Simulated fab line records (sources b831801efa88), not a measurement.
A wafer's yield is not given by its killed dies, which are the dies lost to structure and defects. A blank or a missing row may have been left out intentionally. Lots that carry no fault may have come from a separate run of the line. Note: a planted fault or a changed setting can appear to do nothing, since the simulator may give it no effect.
A single fault, viewed from 2 desks | flow sfqLine | each desk holds nothing but its own numbers, with what lay behind them at the end

== DESK OF THE TOOL OWNER: krfScanner-01 ==
The tool's own readings at SFQ_TRILAYER_JJ_CE_LITHO_EXPOSE_115 (exposes mask J5, target cd 700 nm): means of the sampled wafers that have a number, for each lot that ran on this tool. Any lot whose mean is over 4 standard deviations away from the usual mean is out of limits and marked OUT; that distance is given in the brackets.
Columns: A = focusOffsetNm at SFQ_TRILAYER_JJ_CE_LITHO_EXPOSE_115, usual 0.1 nm
lot  | first seen here | A
L145 | day 61 19:10    | -0.2
L148 | day 62 22:24    | -0.3
L149 | day 63 00:36    | -0.4
L150 | day 63 06:24    | 0.8
L151 | day 63 11:36    | 0.4
L156 | day 64 04:32    | 0.2
L157 | day 64 09:20    | 0.6
L159 | day 68 12:23    | 0.8
This desk's finding: nothing out of limits on any of the 8 lots.

== AT THE METROLOGY DESK ==
What the gauges read, lot by lot, whatever tool the lot ran on: means of the sampled wafers that have a number. Any lot whose mean is over 4 standard deviations away from the usual mean is out of limits and marked OUT; that distance is given in the brackets.
Columns: A = I3_BOW at SFQ_I3_BOW_MEAS_922, usual 4 um
lot  | first seen here | A
L140 | day 44 12:26    | 7
L141 | day 44 15:26    | -4
L142 | day 44 18:38    | 7
L143 | day 45 19:51    | 5
L144 | day 46 01:29    | 5
L145 | day 51 04:29    | 16
L148 | day 52 02:50    | 0
L149 | day 52 04:31    | 13
L150 | day 52 05:48    | -2
L151 | day 52 10:32    | -2
L156 | day 53 02:56    | 25
L157 | day 53 04:29    | 8
L159 | day 53 08:57    | 3
L161 | day 53 11:57    | 3
This desk's finding: nothing out of limits on any of the 14 lots.

== PUT TOGETHER ==
The tool owner's desk saw nothing out of limits.
At the metrology desk, nothing out of limits was observed.

== WHAT THE SIMULATOR HAD INSERTED ==
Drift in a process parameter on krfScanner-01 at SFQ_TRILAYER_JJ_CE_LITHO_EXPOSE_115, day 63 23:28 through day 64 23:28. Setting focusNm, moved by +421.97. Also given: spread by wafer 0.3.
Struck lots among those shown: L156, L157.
